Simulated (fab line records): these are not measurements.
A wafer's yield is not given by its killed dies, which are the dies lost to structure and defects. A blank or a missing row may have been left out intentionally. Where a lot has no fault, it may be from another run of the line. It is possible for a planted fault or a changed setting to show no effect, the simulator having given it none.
fab line records	flow sky130
[record] lots = 24	wafers = 72	lastDay = 50
route steps=708 shown PWDE@54 VT_ADJUST_PCH@152 POLY_GATE@205 LI_CONTACT@376 METAL1@449 CAPM@537
lots untouched by any fault: they come from a run of this same line in which no faults occurred
startH: start of the lot's first displayed wafer, in hours after the record's first day	waitH: hours elapsed since this lot's preceding step	" as in the row above	L1.1+2: one row covering several wafers at once	- no value present, or no start provided	* or withheld: withheld	< > ~ a bound
route shown NAME@n: a module of which the file shows steps, and the number in the route of the first	usual: mean/standard deviation taken from wafers without a fault	same: alike in all rows	chamber/n: place in a boat	sites: each site's reading	_std_site: standard deviation across them	_edge_site: the outer-site mean with the inner-site mean subtracted	radiusMm: for every site, how far away it sits from the centre of the wafer	mask NAME#n: copy n	behind: the most recent tool/chamber to have shaped the wafer	hold: reason for holding the lot/hours on hold/outcome of the hold	device: names the non-switching transistor (n, p or np)	end of line: the tests these same wafers got at the end of their route	a step without rows: its recipe alone	killed: dies that structure and defects cost at the first sort, which is not the same as the wafer's yield	map: the dies of a wafer, with x for killed, . for not killed, _ for no die there
set.NAME: the setting as run; set.NAME@STEP: as run at that earlier step	model.NAME: the simulator's own value behind a step, which no gauge read
a sample of lots followed through the steps of the route, with each step as a table and each wafer as a row
services: a tool's chamber out of use, with start hour (startH, from the record's first day; less than 0 if before it), hours out, and reason
[[steps]]
[step SKY_PWDE_STRIP_09]
[recipe] chemistry = O2/N2	powerW = 1400	pressureMtorr = 1500	platenTempC = withheld	o2FlowSccm = 3000	n2FlowSccm = 300	overashFraction = 0.5
[usual] drypumpMotorCurrentA = 5.6/0.55	oesProductAu = 0.723/0.0043	stripTimeToEndpointS = 37.03/0.077
lot.wafer	tool	chamber	startH	waitH	drypumpMotorCurrentA	oesProductAu	rfHoursCounterH	stripTimeToEndpointS
L074.2	plasmaAsher-01	0	66.75	0.1	5.7	0.721	37	37.11
L074.3	"	1	"	"	4.9	0.721	-	37.00
L074.5	"	1	"	"	4.9	0.728	-	37.09
L075.2	plasmaAsher-03	1	68.35	0.1	5.1	0.731	38	36.90
L075.4	"	1	"	"	5.1	0.723	-	37.07
L075.5	"	0	"	"	6.1	0.719	-	37.07
L076.1	plasmaAsher-04	1	79.45	0.1	5.4	0.723	27	37.11
L076.4	"	1	"	"	5.4	0.725	-	37.12
L076.5	"	1	"	"	5.4	0.720	-	37.07
L077.1	plasmaAsher-03	1	89.35	0.1	5.1	0.722	41	36.89
L077.2	"	0	"	"	6.1	0.717	41	36.89
L077.3	"	1	"	"	5.1	0.722	-	36.92
L078.1	plasmaAsher-03	1	96.05	0.1	5.1	0.723	41	37.04
L078.3	"	0	"	"	6.1	0.723	-	37.11
L078.6	"	0	"	"	6.1	0.727	-	37.05
L080.2	plasmaAsher-03	1	103.95	0.1	5.1	0.715	42	37.15
L080.5	"	1	"	"	5.1	0.717	-	37.01
L080.6	"	0	"	"	6.1	0.728	-	37.04
L079.3	plasmaAsher-04	0	105.18	0.1	6.6	0.725	-	37.04
L079.5	"	0	"	"	6.6	0.727	-	37.18
L079.6	"	1	"	"	5.4	0.733	-	37.15
L081.2	plasmaAsher-01	0	110.11	0.1	5.7	0.729	41	36.89
L081.4	"	1	"	"	4.9	0.719	-	36.96
L081.6	"	1	"	"	5.0	0.718	-	36.98
L082.1	plasmaAsher-01	1	115.80	0.1	5.0	0.724	43	37.11
L082.2	"	0	"	"	5.7	0.723	43	37.02
L082.3	"	1	"	"	5.0	0.714	-	37.14
L083.1	plasmaAsher-01	1	120.30	0.1	4.9	0.729	43	37.03
L083.4	"	0	"	"	5.7	0.724	-	37.00
L083.5	"	1	"	"	5.0	0.718	-	37.12
L084.2	plasmaAsher-04	1	125.70	0.1	5.4	0.720	31	37.13
L084.4	"	1	"	"	5.4	0.723	-	37.10
L084.5	"	1	"	"	5.4	0.720	-	36.93
L085.3	plasmaAsher-01	1	130.08	0.1	5.0	0.728	-	37.05
L085.4	"	0	"	"	5.7	0.720	-	37.00
L085.5	"	0	"	"	5.7	0.726	-	37.15
L086.1	plasmaAsher-01	0	136.25	0.1	5.7	0.718	45	37.13
L086.2	"	1	"	"	4.9	0.723	45	37.09
L086.4	"	1	"	"	5.0	0.723	-	37.11
L087.4	plasmaAsher-01	1	142.49	0.1	5.0	0.720	-	37.02
L087.5	"	0	"	"	5.7	0.722	-	37.01
L087.6	"	1	"	"	5.0	0.724	-	37.07
L088.1	plasmaAsher-03	0	145.26	0.1	6.1	0.716	3	37.04
L088.5	"	0	"	"	6.1	0.716	-	37.06
L088.6	"	1	"	"	5.1	0.725	-	37.08
L089.2	plasmaAsher-01	0	150.45	0.1	5.6	0.722	47	36.93
L089.4	"	0	"	"	5.6	0.730	-	37.03
L089.5	"	1	"	"	5.0	0.707	-	37.00
L090.1	plasmaAsher-04	0	156.31	0.1	6.6	0.722	34	37.00
L090.2	"	1	"	"	5.4	0.722	34	37.04
L090.6	"	1	"	"	5.4	0.728	-	36.99
L091.1	plasmaAsher-01	0	162.45	0.1	5.7	0.726	48	37.07
L091.3	"	0	"	"	5.7	0.727	-	37.21
L091.5	"	1	"	"	5.0	0.726	-	37.08
L092.2	plasmaAsher-03	1	167.25	0.1	5.1	0.721	5	37.02
L092.3	"	0	"	"	6.1	0.723	-	37.01
L092.4	"	1	"	"	5.1	0.726	-	37.12
L093.1	plasmaAsher-03	1	179.16	0.1	5.1	0.720	7	37.04
L093.4	"	0	"	"	6.1	0.717	-	37.05
L093.5	"	0	"	"	6.1	0.719	-	37.08
L095.2	plasmaAsher-04	1	196.05	0.1	5.4	0.717	37	36.96
L095.5	"	0	"	"	6.7	0.732	-	37.06
L095.6	"	1	"	"	5.4	0.726	-	37.06
L094.1	plasmaAsher-01	0	196.16	0.1	5.7	0.721	52	37.01
L094.4	"	0	"	"	5.7	0.726	-	37.04
L094.5	"	0	"	"	5.7	0.726	-	37.03
L096.1	plasmaAsher-03	0	196.40	0.1	6.1	0.725	8	37.05
L096.3	"	1	"	"	5.1	0.727	-	37.09
L096.5	"	0	"	"	6.1	0.722	-	37.05
L097.2	plasmaAsher-04	1	202.05	0.1	5.4	0.718	38	36.83
L097.3	"	0	"	"	6.6	0.725	-	36.88
L097.5	"	0	"	"	6.6	0.727	-	36.96
[step SKY_VT_ADJUST_PCH_STRIP_09]
[recipe] chemistry = O2/N2	powerW = 1400	pressureMtorr = 1500	platenTempC = withheld	o2FlowSccm = 3000	n2FlowSccm = 300	overashFraction = 0.5
[usual] drypumpMotorCurrentA = 5.6/0.35	oesProductAu = 0.722/0.0044	stripTimeToEndpointS = 36.94/0.092
lot.wafer	tool	chamber	startH	waitH	drypumpMotorCurrentA	oesProductAu	rfHoursCounterH	stripTimeToEndpointS
L074.2	plasmaAsher-01	1	220.79	0.1	4.9	0.721	54	36.97
L074.3	"	1	"	"	4.9	0.723	-	37.18
L074.5	"	1	"	"	4.9	0.721	-	37.11
L075.2	plasmaAsher-02	1	221.74	0.1	5.8	0.717	54	36.82
L075.4	"	0	"	"	5.7	0.726	-	36.77
L075.5	"	0	"	"	5.7	0.720	-	36.87
L076.1	plasmaAsher-01	0	236.49	0.1	5.7	0.726	56	36.95
L076.4	"	1	"	"	5.0	0.720	-	36.99
L076.5	"	1	"	"	5.0	0.722	-	36.84
L077.1	plasmaAsher-02	1	255.31	0.1	5.8	0.723	58	36.88
L077.2	"	0	"	"	5.7	0.728	58	37.00
L077.3	"	1	"	"	5.8	0.730	-	36.93
L078.1	plasmaAsher-01	0	260.29	0.1	5.7	0.730	58	37.03
L078.3	"	1	"	"	5.0	0.719	-	36.88
L078.6	"	0	"	"	5.7	0.717	-	36.96
L080.2	plasmaAsher-03	0	270.66	0.1	6.1	0.713	13	36.74
L080.5	"	0	"	"	6.1	0.726	-	36.70
L080.6	"	1	"	"	5.1	0.720	-	36.72
L079.3	plasmaAsher-02	1	271.04	0.1	5.8	0.728	-	36.99
L079.5	"	1	"	"	5.8	0.723	-	36.98
L079.6	"	0	"	"	5.7	0.730	-	37.04
L081.2	plasmaAsher-01	1	277.19	0.1	4.9	0.718	60	36.97
L081.4	"	0	"	"	5.6	0.723	-	36.95
L081.6	"	0	"	"	5.7	0.718	-	36.73
L082.1	plasmaAsher-02	0	287.86	0.1	5.7	0.724	60	37.00
L082.2	"	1	"	"	5.8	0.716	60	36.96
L082.3	"	0	"	"	5.7	0.717	-	36.88
L083.1	plasmaAsher-02	0	292.11	0.1	5.7	0.719	61	36.94
L083.4	"	0	"	"	5.7	0.721	-	36.85
L083.5	"	0	"	"	5.7	0.720	-	36.96
L084.2	plasmaAsher-02	0	303.16	0.1	5.7	0.716	62	36.99
L084.4	"	0	"	"	5.7	0.724	-	36.89
L084.5	"	0	"	"	5.7	0.721	-	37.13
L085.3	plasmaAsher-01	1	308.69	0.1	4.9	0.719	-	36.99
L085.4	"	0	"	"	5.7	0.720	-	36.92
L085.5	"	0	"	"	5.7	0.717	-	37.00
L086.1	plasmaAsher-02	1	315.49	0.1	5.8	0.723	63	36.94
L086.2	"	0	"	"	5.7	0.723	63	37.05
L086.4	"	1	"	"	5.8	0.719	-	36.94
L087.4	plasmaAsher-01	0	321.89	0.1	5.7	0.715	-	37.06
L087.5	"	0	"	"	5.7	0.715	-	37.09
L087.6	"	1	"	"	4.9	0.722	-	37.02
L088.1	plasmaAsher-03	0	328.15	0.1	6.1	0.716	18	37.01
L088.5	"	0	"	"	6.1	0.716	-	37.04
L088.6	"	1	"	"	5.1	0.718	-	36.93
L089.2	plasmaAsher-03	1	332.64	0.1	5.1	0.729	19	36.88
L089.4	"	0	"	"	6.1	0.718	-	36.87
L089.5	"	1	"	"	5.1	0.720	-	36.77
L090.1	plasmaAsher-02	1	343.55	0.1	5.8	0.719	66	37.02
L090.2	"	0	"	"	5.7	0.721	66	36.90
L090.6	"	0	"	"	5.7	0.720	-	37.02
L091.1	plasmaAsher-02	0	348.59	0.1	5.7	0.737	67	37.01
L091.3	"	1	"	"	5.8	0.723	-	36.92
L091.5	"	0	"	"	5.7	0.721	-	36.98
L092.2	plasmaAsher-02	0	356.96	0.1	5.7	0.720	67	36.93
L092.3	"	1	"	"	5.8	0.718	-	36.94
L092.4	"	0	"	"	5.7	0.723	-	36.72
L093.1	plasmaAsher-03	0	373.21	0.1	6.1	0.728	23	36.93
L093.4	"	0	"	"	6.1	0.716	-	36.91
L093.5	"	1	"	"	5.1	0.719	-	36.97
L095.2	plasmaAsher-03	0	394.81	0.1	6.1	0.722	25	36.89
L095.5	"	1	"	"	5.1	0.723	-	37.01
L095.6	"	0	"	"	6.0	0.722	-	37.01
L094.1	plasmaAsher-03	1	397.40	0.1	5.1	0.719	25	37.04
L094.4	"	1	"	"	5.1	0.714	-	37.00
L094.5	"	0	"	"	6.0	0.722	-	37.00
L096.1	plasmaAsher-02	0	399.26	0.1	5.7	0.728	71	36.86
L096.3	"	0	"	"	5.7	0.724	-	36.80
L096.5	"	0	"	"	5.7	0.720	-	36.83
L097.2	plasmaAsher-02	0	403.45	0.1	5.7	0.723	72	37.02
L097.3	"	0	"	"	5.7	0.727	-	36.88
L097.5	"	0	"	"	5.7	0.719	-	36.97
[step SKY_POLY_GATE_THK_MEAS_01]
[recipe] reads = poly-Si_of_POLY_GATE_CVD_00
[usual] POLY_GATE_CVD_00_THK = 180.9/1.4
lot.wafer	tool	chamber	startH	waitH	POLY_GATE_CVD_00_THK[nm]
L074.2	filmMetro-01	-	308.17	0.0	181.8
L074.3	"	-	"	"	182.5
L074.5	"	-	"	"	180.4
L075.2	filmMetro-02	-	308.17	0.0	181.1
L075.4	"	-	"	"	180.8
L075.5	"	-	"	"	179.7
L076.1	filmMetro-01	-	321.10	0.0	181.2
L076.4	"	-	"	"	180.7
L076.5	"	-	"	"	179.7
L077.1	filmMetro-01	-	343.99	0.0	183.8
L077.2	"	-	"	"	182.2
L077.3	"	-	"	"	183.2
L078.1	filmMetro-02	-	346.69	0.0	182.5
L078.3	"	-	"	"	181.0
L078.6	"	-	"	"	182.1
L080.2	filmMetro-01	-	363.71	0.0	180.6
L080.5	"	-	"	"	180.3
L080.6	"	-	"	"	180.2
L079.3	filmMetro-03	-	363.72	0.0	178.8
L079.5	"	-	"	"	180.0
L079.6	"	-	"	"	179.9
L081.2	filmMetro-02	-	372.48	0.0	180.2
L081.4	"	-	"	"	180.7
L081.6	"	-	"	"	180.3
L082.1	filmMetro-01	-	379.15	0.0	182.1
L082.2	"	-	"	"	182.1
L082.3	"	-	"	"	182.6
L083.1	filmMetro-02	-	388.34	0.0	180.3
L083.4	"	-	"	"	181.0
L083.5	"	-	"	"	180.2
L084.2	filmMetro-03	-	399.14	0.0	180.7
L084.4	"	-	"	"	180.9
L084.5	"	-	"	"	181.9
L085.3	filmMetro-03	-	402.65	0.0	182.7
L085.4	"	-	"	"	181.5
L085.5	"	-	"	"	182.7
L086.1	filmMetro-01	-	414.20	0.0	180.6
L086.2	"	-	"	"	179.6
L086.4	"	-	"	"	181.2
L087.4	filmMetro-01	-	424.26	0.0	181.7
L087.5	"	-	"	"	181.7
L087.6	"	-	"	"	179.6
L088.1	filmMetro-03	-	430.29	0.0	181.3
L088.5	"	-	"	"	179.1
L088.6	"	-	"	"	180.0
L089.2	filmMetro-02	-	430.30	0.0	178.9
L089.4	"	-	"	"	178.6
L089.5	"	-	"	"	179.4
L090.1	filmMetro-02	-	442.97	0.0	179.4
L090.2	"	-	"	"	178.7
L090.6	"	-	"	"	180.2
L091.1	filmMetro-03	-	452.24	0.0	179.3
L091.3	"	-	"	"	178.7
L091.5	"	-	"	"	178.5
L092.2	filmMetro-02	-	466.72	0.0	179.3
L092.3	"	-	"	"	180.8
L092.4	"	-	"	"	180.1
L093.1	filmMetro-01	-	492.62	0.0	180.6
L093.4	"	-	"	"	182.4
L093.5	"	-	"	"	180.2
L096.1	filmMetro-02	-	502.91	0.0	182.1
L096.3	"	-	"	"	183.1
L096.5	"	-	"	"	182.6
L095.2	filmMetro-02	-	504.12	0.0	180.6
L095.5	"	-	"	"	181.6
L095.6	"	-	"	"	180.2
L094.1	filmMetro-03	-	505.31	0.0	180.3
L094.4	"	-	"	"	179.9
L094.5	"	-	"	"	182.1
L097.2	filmMetro-02	-	508.45	0.0	182.5
L097.3	"	-	"	"	181.9
L097.5	"	-	"	"	182.5
[step SKY_LI_CONTACT_ETCH_14]
[recipe] chemistry = N2/H2	target = BARC	ionEnergyEv = 200	sourceW = 500	biasW = 100	pressureMtorr = 30	n2FlowSccm = 100	h2FlowSccm = 200	stopOn = SiO2	timeS = 45.9	targetDepthA = 600
[usual] drypumpMotorCurrentA = 5.5/0.4	h2FlowSccm = 200.0/0.59	oesProductAu = 0.854/0.0047	throttleValvePct = 13.225/0.0094
lot.wafer	tool	chamber	startH	waitH	drypumpMotorCurrentA	h2FlowSccm	oesProductAu	rfHoursCounterH	throttleValvePct
L075.2	rieDiel-02	1	666.57	0.0	5.3	200.2	0.853	57	13.231
L075.4	"	3	"	"	5.7	200.6	0.855	5	13.220
L075.5	"	2	"	"	6.2	200.2	0.855	-	13.219
L074.2	rieDiel-02	1	669.17	0.0	5.2	200.4	0.852	57	13.221
L074.3	"	3	"	"	5.7	200.5	0.852	5	13.223
L074.5	"	0	"	"	5.0	200.2	0.856	-	13.221
L076.1	rieDiel-01	1	686.32	0.0	5.0	201.2	0.848	41	13.216
L076.4	"	0	"	"	5.6	199.4	0.846	0	13.225
L076.5	"	1	"	"	5.0	200.6	0.856	-	13.214
L077.1	rieDiel-02	0	705.51	0.0	5.0	201.1	0.851	2	13.232
L077.2	"	2	"	"	6.2	200.1	0.856	3	13.225
L077.3	"	3	"	"	5.7	199.4	0.852	7	13.228
L078.1	rieDiel-04	0	713.56	0.0	5.9	199.4	0.856	13	13.243
L078.3	"	3	"	"	5.3	200.2	0.848	13	13.228
L078.6	"	0	"	"	5.9	200.1	0.863	-	13.211
L080.2	rieDiel-04	1	724.82	0.0	5.3	199.7	0.852	5	13.227
L080.5	"	1	"	"	5.3	200.3	0.862	-	13.230
L080.6	"	0	"	"	5.9	200.8	0.859	-	13.227
L079.3	rieDiel-02	1	726.11	0.0	5.2	199.9	0.850	1	13.212
L079.5	"	0	"	"	5.0	199.7	0.848	-	13.231
L079.6	"	3	"	"	5.7	200.5	0.854	-	13.224
L081.2	rieDiel-04	0	734.16	0.0	5.9	199.8	0.850	14	13.235
L081.4	"	1	"	"	5.3	200.3	0.852	5	13.239
L081.6	"	3	"	"	5.3	200.7	0.848	-	13.224
L082.1	rieDiel-04	3	736.86	0.0	5.3	200.6	0.854	14	13.237
L082.2	"	2	"	"	5.2	199.0	0.864	4	13.227
L082.3	"	0	"	"	5.9	199.8	0.856	14	13.237
L083.1	rieDiel-02	3	749.27	0.0	5.7	199.2	0.852	8	13.226
L083.4	"	0	"	"	4.9	200.2	0.861	3	13.228
L083.5	"	0	"	"	5.0	199.6	0.854	-	13.223
L084.2	rieDiel-02	1	761.61	0.0	5.3	200.6	0.858	1	13.246
L084.4	"	2	"	"	6.2	199.2	0.859	5	13.249
L084.5	"	1	"	"	5.3	200.5	0.859	-	13.210
L085.3	rieDiel-02	3	763.07	0.0	5.7	200.0	0.851	8	13.233
L085.4	"	2	"	"	6.2	199.5	0.854	5	13.223
L085.5	"	2	"	"	6.2	199.1	0.856	-	13.234
L086.1	rieDiel-02	1	773.52	0.0	5.3	199.6	0.854	2	13.228
L086.2	"	0	"	"	5.0	199.7	0.860	4	13.234
L086.4	"	2	"	"	6.2	200.1	0.851	5	13.230
L087.4	rieDiel-04	0	781.22	0.0	5.9	201.1	0.850	15	13.222
L087.5	"	3	"	"	5.3	199.9	0.859	-	13.211
L087.6	"	0	"	"	5.9	200.5	0.848	-	13.225
L088.1	rieDiel-02	3	785.87	0.0	5.7	199.9	0.852	9	13.234
L088.5	"	2	"	"	6.2	199.7	0.848	-	13.214
L088.6	"	1	"	"	5.2	199.6	0.850	-	13.228
L089.2	rieDiel-01	2	787.12	0.0	5.5	200.2	0.849	8	13.220
L089.4	"	3	"	"	6.2	199.8	0.856	24	13.232
L089.5	"	2	"	"	5.5	200.3	0.851	-	13.231
L090.1	rieDiel-01	0	798.52	0.0	5.5	201.2	0.851	4	13.228
L090.2	"	2	"	"	5.5	199.7	0.858	8	13.230
L090.6	"	1	"	"	5.0	200.1	0.836	-	13.206
L091.1	rieDiel-04	1	802.92	0.0	5.4	200.7	0.862	6	13.244
L091.3	"	2	"	"	5.2	200.1	0.860	5	13.226
L091.5	"	0	"	"	5.9	199.8	0.862	-	13.234
L092.2	rieDiel-01	3	816.67	0.0	6.2	199.6	0.862	25	13.225
L092.3	"	2	"	"	5.4	199.3	0.848	8	13.221
L092.4	"	1	"	"	5.0	200.5	0.858	1	13.223
L093.1	rieDiel-02	3	839.92	0.0	5.7	200.1	0.848	11	13.228
L093.4	"	2	"	"	6.1	200.2	0.852	7	13.239
L093.5	"	0	"	"	5.0	199.9	0.852	-	13.222
L095.2	rieDiel-01	3	847.67	0.0	6.2	200.6	0.858	26	13.224
L095.5	"	0	"	"	5.6	199.9	0.856	-	13.240
L095.6	"	1	"	"	5.0	199.9	0.852	-	13.212
L096.1	rieDiel-04	3	848.41	0.0	5.3	199.5	0.851	16	13.211
L096.3	"	0	"	"	5.9	199.5	0.853	16	13.236
L096.5	"	3	"	"	5.3	200.3	0.863	-	13.237
L094.1	rieDiel-02	3	851.87	0.0	5.7	200.0	0.857	11	13.228
L094.4	"	2	"	"	6.2	200.8	0.862	7	13.227
L094.5	"	3	"	"	5.7	200.4	0.859	-	13.228
L097.2	rieDiel-02	2	855.12	0.0	6.2	199.7	0.856	8	13.216
L097.3	"	1	"	"	5.2	200.4	0.857	4	13.232
L097.5	"	0	"	"	5.0	199.7	0.852	-	13.222
[step SKY_METAL1_CD_MEAS_15]
[recipe] targetCdNm = 140
[usual] cdNm = 139.9/1.6
lot.wafer	tool	chamber	startH	waitH	cdNm
L075.2	cdSem-02	-	753.88	-	140.0
L075.4	"	-	"	"	140.4
L075.5	"	-	"	"	141.3
L074.2	cdSem-02	-	757.13	-	139.4
L074.3	"	-	"	"	140.7
L074.5	"	-	"	"	140.4
L076.1	cdSem-01	-	772.78	-	137.3
L076.4	"	-	"	"	138.5
L076.5	"	-	"	"	138.5
L077.1	cdSem-02	-	790.71	-	139.7
L077.2	"	-	"	"	139.5
L077.3	"	-	"	"	139.3
L078.1	cdSem-02	-	799.06	-	138.9
L078.3	"	-	"	"	139.4
L078.6	"	-	"	"	139.4
L080.2	cdSem-02	-	809.54	-	141.2
L080.5	"	-	"	"	140.0
L080.6	"	-	"	"	140.2
L079.3	cdSem-01	-	810.85	-	141.6
L079.5	"	-	"	"	139.0
L079.6	"	-	"	"	140.3
L081.2	cdSem-02	-	816.18	-	141.6
L081.4	"	-	"	"	139.7
L081.6	"	-	"	"	141.1
L082.1	cdSem-01	-	819.71	-	140.4
L082.2	"	-	"	"	141.9
L082.3	"	-	"	"	141.8
L083.1	cdSem-02	-	832.29	-	143.5
L083.4	"	-	"	"	143.1
L083.5	"	-	"	"	143.2
L084.2	cdSem-02	-	844.19	-	141.5
L084.4	"	-	"	"	141.4
L084.5	"	-	"	"	140.4
L085.3	cdSem-02	-	846.20	-	140.8
L085.4	"	-	"	"	143.1
L085.5	"	-	"	"	141.4
L086.1	cdSem-01	-	857.61	-	138.8
L086.2	"	-	"	"	137.8
L086.4	"	-	"	"	137.4
L087.4	cdSem-01	-	863.77	-	141.5
L087.5	"	-	"	"	141.4
L087.6	"	-	"	"	140.9
L088.1	cdSem-01	-	868.51	-	140.3
L088.5	"	-	"	"	139.9
L088.6	"	-	"	"	137.6
L089.2	cdSem-01	-	869.68	-	139.7
L089.4	"	-	"	"	138.4
L089.5	"	-	"	"	138.5
L090.1	cdSem-01	-	880.31	-	139.4
L090.2	"	-	"	"	139.4
L090.6	"	-	"	"	139.6
L091.1	cdSem-01	-	886.46	-	140.9
L091.3	"	-	"	"	140.1
L091.5	"	-	"	"	139.3
L092.2	cdSem-02	-	899.59	-	138.5
L092.3	"	-	"	"	138.5
L092.4	"	-	"	"	136.2
L093.1	cdSem-02	-	920.27	-	140.0
L093.4	"	-	"	"	141.6
L093.5	"	-	"	"	139.8
L095.2	cdSem-01	-	927.54	-	140.5
L095.5	"	-	"	"	139.0
L095.6	"	-	"	"	140.6
L096.1	cdSem-02	-	928.77	-	137.7
L096.3	"	-	"	"	136.6
L096.5	"	-	"	"	136.9
L094.1	cdSem-02	-	931.22	-	137.3
L094.4	"	-	"	"	137.3
L094.5	"	-	"	"	138.2
L097.2	cdSem-01	-	934.99	-	139.3
L097.3	"	-	"	"	137.7
L097.5	"	-	"	"	140.2
[step SKY_CAPM_CVD_00]
[recipe] material = SiO2	targetThkNm = 15.5	tempC = 400	timeS = withheld	rfW = 450
[usual] heaterPowerW = 690/56
lot.wafer	tool	chamber	startH	waitH	heaterPowerW
L075.2	pecvd-02	1	838.65	0.0	679
L075.4	"	2	"	"	715
L075.5	"	1	"	"	695
L074.2	pecvd-03	0	843.61	0.0	769
L074.3	"	2	"	"	636
L074.5	"	1	"	"	752
L076.1	pecvd-01	0	857.38	0.0	685
L076.4	"	2	"	"	669
L076.5	"	1	"	"	724
L077.1	pecvd-03	2	875.83	0.0	720
L077.2	"	0	"	"	764
L077.3	"	1	"	"	628
L078.1	pecvd-03	2	883.73	0.0	697
L078.3	"	1	"	"	676
L078.6	"	2	"	"	700
L080.2	pecvd-02	1	893.85	0.0	652
L080.5	"	0	"	"	742
L080.6	"	1	"	"	671
L079.3	pecvd-03	0	894.54	0.0	666
L079.5	"	1	"	"	737
L079.6	"	0	"	"	681
L081.2	pecvd-01	2	899.85	0.0	645
L081.4	"	0	"	"	616
L081.6	"	0	"	"	621
L082.1	pecvd-03	2	903.55	0.0	612
L082.2	"	0	"	"	669
L082.3	"	1	"	"	694
L083.1	pecvd-01	0	915.44	0.0	660
L083.4	"	2	"	"	737
L083.5	"	0	"	"	627
L084.2	pecvd-03	0	926.87	0.0	717
L084.4	"	2	"	"	710
L084.5	"	1	"	"	598
L085.3	pecvd-01	2	927.94	0.0	683
L085.4	"	1	"	"	683
L085.5	"	2	"	"	699
L086.1	pecvd-01	0	939.99	0.0	617
L086.2	"	1	"	"	787
L086.4	"	0	"	"	608
L087.4	pecvd-01	1	945.19	0.0	763
L087.5	"	2	"	"	693
L087.6	"	0	"	"	679
L088.1	pecvd-03	2	949.55	0.0	687
L088.5	"	1	"	"	687
L088.6	"	0	"	"	647
L089.2	pecvd-02	2	951.09	0.0	767
L089.4	"	0	"	"	762
L089.5	"	2	"	"	787
L090.1	pecvd-03	0	960.18	0.0	739
L090.2	"	1	"	"	655
L090.6	"	1	"	"	656
L091.1	pecvd-02	0	966.62	0.0	790
L091.3	"	2	"	"	741
L091.5	"	1	"	"	661
L092.2	pecvd-03	2	978.55	0.0	716
L092.3	"	0	"	"	682
L092.4	"	2	"	"	704
L093.1	pecvd-02	2	998.97	0.0	787
L093.4	"	1	"	"	675
L093.5	"	0	"	"	649
L095.2	pecvd-02	0	1005.45	0.0	717
L095.5	"	0	"	"	718
L095.6	"	2	"	"	679
L096.1	pecvd-01	2	1007.30	0.0	632
L096.3	"	1	"	"	726
L096.5	"	1	"	"	733
L094.1	pecvd-03	0	1009.45	0.0	762
L094.4	"	1	"	"	607
L094.5	"	2	"	"	671
L097.2	pecvd-01	0	1013.50	0.0	575
L097.3	"	1	"	"	664
L097.5	"	2	"	"	736
[[services]]
tool	chamber	startH	hours	kind
plasmaAsher-02	-	94.04	2.8	pm
plasmaAsher-03	-	108.75	9.0	pm
plasmaAsher-03	-	110.15	2.1	repair
plasmaAsher-03	-	125.23	1.4	repair
plasmaAsher-02	-	143.26	14.6	pm
rieDiel-02	1	203.04	8.1	repair
plasmaAsher-03	-	213.92	7.7	repair
rieDiel-02	1	218.93	12.7	repair
plasmaAsher-03	-	221.58	14.6	pm
rieDiel-02	3	232.75	16.7	repair
plasmaAsher-03	-	242.61	3.9	repair
rieDiel-02	0	245.80	4.0	repair
rieDiel-02	1	258.78	2.4	repair
rieDiel-02	-	280.58	14.6	pm
plasmaAsher-01	-	402.99	1.4	repair
plasmaAsher-01	-	421.25	9.0	pm
plasmaAsher-01	-	760.57	2.8	pm
plasmaAsher-03	-	766.22	1.0	repair
plasmaAsher-01	-	788.99	1.2	repair
plasmaAsher-03	-	816.28	0.7	repair
plasmaAsher-01	-	819.43	2.3	repair
plasmaAsher-03	-	899.60	15.6	pm
plasmaAsher-03	-	921.94	0.9	repair
plasmaAsher-03	-	925.26	8.4	repair
[[key]]
fault none
